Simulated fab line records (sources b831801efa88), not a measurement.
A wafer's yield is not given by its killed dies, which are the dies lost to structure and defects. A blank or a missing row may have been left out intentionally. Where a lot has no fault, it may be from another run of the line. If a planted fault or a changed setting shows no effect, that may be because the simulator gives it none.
fab line records	flow sky130
[record] lots = 11	wafers = 33	lastDay = 50
route steps=708 shown POLY_CUT@316 CONTACT@415
lots that met no fault: taken from a fault-free run of the same line
startH: start of the lot's first displayed wafer, in hours after the record's first day	waitH: hours elapsed since this lot's preceding step	" identical to the entry in the row above	L1.1+2: a single row standing in for several wafers	- no value present, or no start provided	* or withheld: withheld	< > ~ a bound
route shown NAME@n: names a module that has steps shown in the file, with the first one's number in the route	usual: mean/standard deviation of fault-free wafers	same: alike in all rows	chamber/n: place in a boat	sites: each site's reading	_std_site: standard deviation of those values	_edge_site: inner sites' mean taken away from outer sites' mean	radiusMm: for every site, how far away it sits from the centre of the wafer	mask NAME#n: copy n	behind: the last tool/chamber to shape the wafer	hold: why the lot was held/for how many hours/how that ended	device: the n, p or np transistor that did not switch	end of line: the route-end tests of the same wafers	where a step has no rows: the recipe by itself	killed: count of dies lost to structure and defects at first sort (not the wafer's yield)	map: per-die view of a wafer (x killed, . not killed, _ where there is no die)
set.NAME: setting as actually run; set.NAME@STEP: the setting as run at that earlier step	model.NAME: the simulator's own value behind a step, which no gauge read
a sample of lots followed through the steps of the route, with each step as a table and each wafer as a row
services: from which hour (startH, from the record's first day; less than 0 if before it) a tool's chamber was out of use, for how many hours, and why
[[steps]]
[step SKY_POLY_CUT_OVL_MEAS_09]
[usual] POLY_CUT_OVL = -1/5.5
lot.wafer	tool	chamber	startH	waitH	POLY_CUT_OVL[nm]
L452.3	overlay-01	-	575.62	0.1	-5
L452.4	"	-	"	"	-3
L452.6	"	-	"	"	1
L453.3	overlay-02	-	579.05	0.1	8
L453.4	"	-	"	"	3
L453.6	"	-	"	"	5
L457.1	overlay-01	-	592.82	0.1	-3
L457.3	"	-	"	"	-2
L457.4	"	-	"	"	4
L456.3	overlay-02	-	596.27	0.1	-2
L456.5	"	-	"	"	9
L456.6	"	-	"	"	-3
L458.2	overlay-01	-	624.72	0.1	-7
L458.4	"	-	"	"	-2
L458.5	"	-	"	"	5
L460.1	overlay-01	-	632.05	0.1	0
L460.4	"	-	"	"	-2
L460.5	"	-	"	"	-4
L459.1	overlay-01	-	633.02	0.1	8
L459.2	"	-	"	"	7
L459.3	"	-	"	"	-1
L463.1	overlay-01	-	655.22	0.1	-5
L463.4	"	-	"	"	-1
L463.6	"	-	"	"	0
L467.1	overlay-01	-	696.90	0.1	4
L467.3	"	-	"	"	3
L467.6	"	-	"	"	8
L469.2	overlay-01	-	704.01	0.1	-7
L469.3	"	-	"	"	-2
L469.6	"	-	"	"	-11
L473.2	overlay-01	-	733.82	0.1	-2
L473.4	"	-	"	"	6
L473.5	"	-	"	"	-13
[step SKY_POLY_CUT_ETCH_11]
[recipe] target = Si3N4	chemistry = CF4/CH2F2/Ar	stopOn = poly-Si	sourceW = 600	biasW = 150	pressureMtorr = 40	cf4FlowSccm = 40	ch2f2FlowSccm = 20	Ar_flow_sccm = 150	timeS = 42.5	targetDepthA = 600
[usual] biasW = 149.9/0.47	ch2f2FlowSccm = 19.99/0.067	chamberPressureMTorr = 40.00/0.036	drypumpMotorCurrentA = 5.9/0.4	oesProductAu = 0.831/0.006	throttleValvePct = 14.995/0.0084
lot.wafer	tool	chamber	startH	waitH	biasW	ch2f2FlowSccm	chamberPressureMTorr	drypumpMotorCurrentA	oesProductAu	rfHoursCounterH	throttleValvePct
L452.3	rieDiel-04	2	575.68	0.0	150.1	19.96	40.00	5.6	0.821	8	15.004
L452.4	"	3	"	"	149.3	19.88	39.98	5.2	0.832	4	14.986
L452.6	"	3	"	"	151.1	19.93	39.99	5.2	0.831	-	14.988
L453.3	rieDiel-04	1	579.12	0.0	150.6	19.94	39.97	6.5	0.827	1	14.987
L453.4	"	2	"	"	149.8	19.92	39.98	5.6	0.833	8	14.976
L453.6	"	1	"	"	149.7	19.98	40.03	6.4	0.824	-	15.002
L457.1	rieDiel-02	3	592.90	0.0	149.2	20.00	39.99	6.1	0.835	14	15.004
L457.3	"	2	"	"	150.1	19.94	40.03	5.4	0.836	12	14.986
L457.4	"	0	"	"	149.7	19.95	40.01	6.0	0.839	2	15.003
L456.3	rieDiel-02	0	596.34	0.0	149.2	20.09	39.97	6.0	0.831	2	14.997
L456.5	"	1	"	"	150.1	20.01	39.99	5.9	0.836	-	14.993
L456.6	"	2	"	"	149.5	20.12	39.94	5.4	0.839	-	14.986
L458.2	rieDiel-04	2	624.80	0.0	150.2	20.02	39.95	5.6	0.823	9	15.005
L458.4	"	1	"	"	149.6	20.07	39.94	6.4	0.838	1	15.000
L458.5	"	2	"	"	150.0	20.06	40.02	5.6	0.831	-	14.993
L460.1	rieDiel-02	2	632.13	0.0	150.1	19.94	40.05	5.4	0.832	13	14.994
L460.4	"	1	"	"	149.1	20.02	39.95	5.9	0.817	42	14.991
L460.5	"	1	"	"	149.7	19.98	40.01	5.9	0.817	-	14.987
L459.1	rieDiel-04	0	633.10	0.0	150.9	20.04	40.04	6.4	0.840	7	14.991
L459.2	"	1	"	"	149.8	20.03	39.96	6.5	0.819	2	15.002
L459.3	"	2	"	"	150.3	20.11	40.01	5.7	0.826	9	15.006
L463.1	rieDiel-04	1	655.30	0.0	150.0	20.00	40.02	6.4	0.826	2	14.999
L463.4	"	0	"	"	150.0	19.95	40.01	6.3	0.839	7	14.987
L463.6	"	1	"	"	150.2	20.02	40.02	6.4	0.844	-	14.989
L467.1	rieDiel-02	3	696.98	0.0	150.0	20.03	39.98	6.1	0.841	16	14.998
L467.3	"	1	"	"	150.2	20.09	39.99	5.9	0.838	44	15.000
L467.6	"	2	"	"	149.7	20.03	40.01	5.4	0.834	-	15.003
L469.2	rieDiel-04	0	704.09	0.0	150.4	20.00	39.98	6.3	0.837	8	14.993
L469.3	"	2	"	"	149.4	20.10	40.01	5.6	0.833	10	14.993
L469.6	"	3	"	"	149.8	20.04	39.93	5.3	0.830	-	14.978
L473.2	rieDiel-03	0	733.90	0.0	150.5	19.96	40.01	6.4	0.838	13	15.009
L473.4	"	3	"	"	150.2	19.97	39.98	5.8	0.837	13	14.999
L473.5	"	1	"	"	150.1	20.00	39.93	5.2	0.836	-	15.007
[step SKY_POLY_CUT_STRIP_12]
[recipe] chemistry = O2/N2	powerW = 1400	pressureMtorr = 1500	platenTempC = withheld	o2FlowSccm = 3000	n2FlowSccm = 300	overashFraction = 0.5
[usual] chamberPressureMTorr = 1499.9/1.3	drypumpMotorCurrentA = 5.90/0.16	oesProductAu = 0.453/0.0046	stripTimeToEndpointS = 5.357/0.017
lot.wafer	tool	chamber	startH	waitH	chamberPressureMTorr	drypumpMotorCurrentA	oesProductAu	rfHoursCounterH	stripTimeToEndpointS
L452.3	plasmaAsher-02	0	575.76	0.1	1499.6	5.83	0.454	-	5.346
L452.4	"	1	"	"	1500.8	5.73	0.456	-	5.365
L452.6	"	1	"	"	1500.8	5.73	0.457	-	5.362
L453.3	plasmaAsher-02	1	579.19	0.1	1499.8	5.76	0.451	-	5.350
L453.4	"	0	"	"	1500.7	5.86	0.454	-	5.341
L453.6	"	1	"	"	1498.0	5.78	0.455	-	5.353
L457.1	plasmaAsher-02	0	592.94	0.0	1500.1	5.81	0.458	45	5.383
L457.3	"	1	"	"	1501.7	5.75	0.460	-	5.384
L457.4	"	0	"	"	1500.5	5.85	0.448	-	5.382
L456.3	plasmaAsher-04	0	596.41	0.1	1500.9	5.73	0.448	-	5.376
L456.5	"	1	"	"	1500.9	6.07	0.454	-	5.364
L456.6	"	0	"	"	1499.6	5.76	0.454	-	5.367
L458.2	plasmaAsher-02	0	624.84	0.0	1499.2	5.86	0.453	48	5.344
L458.4	"	0	"	"	1498.7	5.84	0.443	-	5.332
L458.5	"	1	"	"	1498.7	5.72	0.452	-	5.340
L460.1	plasmaAsher-01	1	632.17	0.0	1499.0	6.23	0.453	19	5.352
L460.4	"	0	"	"	1499.0	5.93	0.448	-	5.378
L460.5	"	0	"	"	1498.1	5.90	0.448	-	5.347
L459.1	plasmaAsher-01	0	633.14	0.0	1500.0	5.91	0.454	19	5.374
L459.2	"	1	"	"	1500.5	6.21	0.460	19	5.373
L459.3	"	0	"	"	1501.9	5.92	0.453	-	5.352
L463.1	plasmaAsher-04	0	655.34	0.0	1500.1	5.75	0.458	82	5.370
L463.4	"	1	"	"	1500.3	6.07	0.451	-	5.373
L463.6	"	0	"	"	1499.4	5.74	0.455	-	5.347
L467.1	plasmaAsher-01	0	697.02	0.0	1499.3	5.90	0.444	26	5.369
L467.3	"	0	"	"	1500.3	5.91	0.461	-	5.357
L467.6	"	0	"	"	1499.0	5.91	0.450	-	5.355
L469.2	plasmaAsher-02	0	704.13	0.0	1499.9	5.85	0.449	56	5.365
L469.3	"	0	"	"	1497.9	5.87	0.448	-	5.370
L469.6	"	1	"	"	1498.3	5.73	0.455	-	5.349
L473.2	plasmaAsher-04	0	733.94	0.0	1499.9	5.75	0.459	91	5.345
L473.4	"	1	"	"	1500.5	6.05	0.459	-	5.357
L473.5	"	1	"	"	1499.5	6.07	0.457	-	5.352
[step SKY_CONTACT_COAT_09]
[recipe] resist = KrF-thick	spinRpm = 3000	resistThkNm = 450
[usual] chillPlateTempC = 22.99/0.1	exhaustPa = 45.0/0.92
lot.wafer	tool	chamber	startH	waitH	chillPlateTempC	exhaustPa
L452.3	lithoTrack-01	0	738	-	22.90	44.2
L452.4	"	0	"	"	22.92	43.5
L452.6	"	0	"	"	22.96	44.8
L453.3	lithoTrack-04	0	741	-	23.02	45.7
L453.4	"	0	"	"	22.96	46.0
L453.6	"	0	"	"	22.95	45.8
L457.1	lithoTrack-02	0	753	-	23.20	44.9
L457.3	"	0	"	"	23.04	46.3
L457.4	"	0	"	"	23.16	45.1
L456.3	lithoTrack-04	0	758	-	23.14	44.6
L456.5	"	0	"	"	22.96	45.0
L456.6	"	0	"	"	22.94	45.5
L458.2	lithoTrack-04	0	784	-	22.92	44.3
L458.4	"	0	"	"	23.07	44.0
L458.5	"	0	"	"	22.90	45.2
L460.1	lithoTrack-04	0	791	-	22.95	45.9
L460.4	"	0	"	"	22.97	44.6
L460.5	"	0	"	"	22.81	45.3
L459.1	lithoTrack-02	0	791	-	22.86	43.7
L459.2	"	0	"	"	22.97	45.1
L459.3	"	0	"	"	23.15	44.5
L463.1	lithoTrack-02	0	811	-	22.99	46.3
L463.4	"	0	"	"	23.08	44.6
L463.6	"	0	"	"	23.14	45.5
L467.1	lithoTrack-01	0	850	-	23.07	45.6
L467.3	"	0	"	"	22.92	43.8
L467.6	"	0	"	"	22.90	43.4
L469.2	lithoTrack-01	0	856	-	22.78	43.8
L469.3	"	0	"	"	22.94	44.8
L469.6	"	0	857	-	23.03	44.1
L473.2	lithoTrack-02	0	882	-	23.05	43.5
L473.4	"	0	"	"	23.10	43.8
L473.5	"	0	"	"	23.01	45.4
[step SKY_CONTACT_STRIP_19]
[recipe] chemistry = O2/N2	powerW = 1400	pressureMtorr = 1500	platenTempC = withheld	o2FlowSccm = 3000	n2FlowSccm = 300	overashFraction = 0.5
[usual] chamberPressureMTorr = 1499.9/1.4	drypumpMotorCurrentA = 5.85/0.29	oesProductAu = 0.380/0.0049	stripTimeToEndpointS = 3.62/0.03
lot.wafer	tool	chamber	startH	waitH	chamberPressureMTorr	drypumpMotorCurrentA	oesProductAu	rfHoursCounterH	stripTimeToEndpointS
L452.3	plasmaAsher-03	0	753.16	-	1499.3	6.08	0.386	-	3.63
L452.4	"	1	"	"	1499.9	5.32	0.374	-	3.59
L452.6	"	1	"	"	1500.4	5.30	0.377	-	3.58
L453.3	plasmaAsher-01	0	756.41	-	1500.8	5.89	0.375	-	3.61
L453.4	"	1	"	"	1499.6	6.23	0.382	-	3.67
L453.6	"	0	"	"	1498.2	5.90	0.388	-	3.63
L457.1	plasmaAsher-01	1	767.67	-	1498.3	6.19	0.379	35	3.61
L457.3	"	0	"	"	1499.4	5.91	0.378	-	3.59
L457.4	"	1	"	"	1502.6	6.17	0.381	-	3.64
L456.3	plasmaAsher-03	1	771.80	-	1499.0	5.32	0.376	-	3.62
L456.5	"	0	"	"	1500.7	6.08	0.380	-	3.69
L456.6	"	1	"	"	1500.4	5.33	0.386	-	3.64
L458.2	plasmaAsher-01	0	798.88	-	1501.5	5.92	0.393	38	3.56
L458.4	"	1	"	"	1500.8	6.21	0.379	-	3.63
L458.5	"	1	"	"	1499.1	6.21	0.381	-	3.61
L460.1	plasmaAsher-03	0	805.03	-	1498.0	6.08	0.384	5	3.62
L460.4	"	1	"	"	1499.7	5.32	0.385	-	3.65
L460.5	"	0	"	"	1502.7	6.08	0.388	-	3.61
L459.1	plasmaAsher-01	1	805.38	-	1500.7	6.21	0.377	38	3.57
L459.2	"	0	"	"	1498.6	5.91	0.379	38	3.60
L459.3	"	0	"	"	1502.8	5.90	0.383	-	3.59
L463.1	plasmaAsher-02	0	825.77	-	1500.8	5.82	0.371	69	3.63
L463.4	"	1	"	"	1500.3	5.76	0.375	-	3.59
L463.6	"	1	"	"	1499.1	5.79	0.378	-	3.60
L467.1	plasmaAsher-03	1	862.90	-	1497.1	5.34	0.376	11	3.63
L467.3	"	1	"	"	1500.6	5.33	0.384	-	3.63
L467.6	"	0	"	"	1500.4	6.07	0.398	-	3.86
L469.2	plasmaAsher-01	1	869.65	-	1500.0	6.20	0.379	45	3.60
L469.3	"	0	"	"	1498.6	5.91	0.376	-	3.55
L469.6	"	1	"	"	1499.4	6.20	0.382	-	3.79
L473.2	plasmaAsher-02	1	894.56	-	1500.4	5.77	0.386	77	3.56
L473.4	"	0	"	"	1499.0	5.85	0.375	-	3.61
L473.5	"	0	"	"	1498.3	5.84	0.384	-	3.63
[[services]]
tool	chamber	startH	hours	kind
rieDiel-02	3	570.46	8.9	repair
plasmaAsher-01	-	575.69	16.5	repair
rieDiel-04	-	614.24	2.8	pm
rieDiel-02	0	617.17	6.9	repair
plasmaAsher-02	-	626.66	1.4	repair
plasmaAsher-02	-	634.29	2.0	repair
rieDiel-02	-	640.95	1.0	repair
plasmaAsher-01	-	655.47	0.5	repair
plasmaAsher-01	-	665.10	2.8	pm
rieDiel-04	3	687.10	15.2	repair
plasmaAsher-03	-	688.68	38.8	repair
plasmaAsher-03	-	721.09	9.0	repair
plasmaAsher-03	-	730.11	2.8	pm
plasmaAsher-02	-	766.52	1.3	repair
rieDiel-04	0	783.14	2.5	repair
rieDiel-04	1	783.30	9.6	repair
rieDiel-04	0	787.46	46.7	repair
plasmaAsher-01	-	834.80	2.2	repair
rieDiel-04	-	843.61	1.6	repair
plasmaAsher-02	-	851.03	0.5	repair
plasmaAsher-02	-	861.75	1.2	repair
rieDiel-04	2	867.99	9.0	repair
rieDiel-04	1	873.05	6.6	repair
rieDiel-04	2	884.98	3.1	repair
[[key]]
[firstSign] step = SKY_CONTACT_STRIP_19	reading = stripTimeToEndpointS	direction = up	sigmas = 7.1	usual = *	struck = *
effect none on later readings
metAt SKY_CONTACT_COAT_09
struckLots L467,L469
struckWafers L467.6,L469.6
testerLeftOut L467,L469
notActingAt SKY_POLY_CUT_OVL_MEAS_09,SKY_POLY_CUT_ETCH_11,SKY_POLY_CUT_STRIP_12
onsetBetween 738 850
[fault] kind = processParameterDrift	tool = lithoTrack-01	chamber = -	onsetH = 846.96	steps = SKY_CONTACT_COAT_09	channel = resistThkNm	offset = 20.75	shape = step	endH = 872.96	scope = struckWafersOnly	actsIn = theseRecipesOnly	stated = 450
// testerLeftOut: of these lots the tester's yield and bins aren't shown, on N5 and GAA mostly nor the transistor test; their killed dies are dies lost to structure and defects alone, not to doping, threshold or leakage, so they don't give the yield
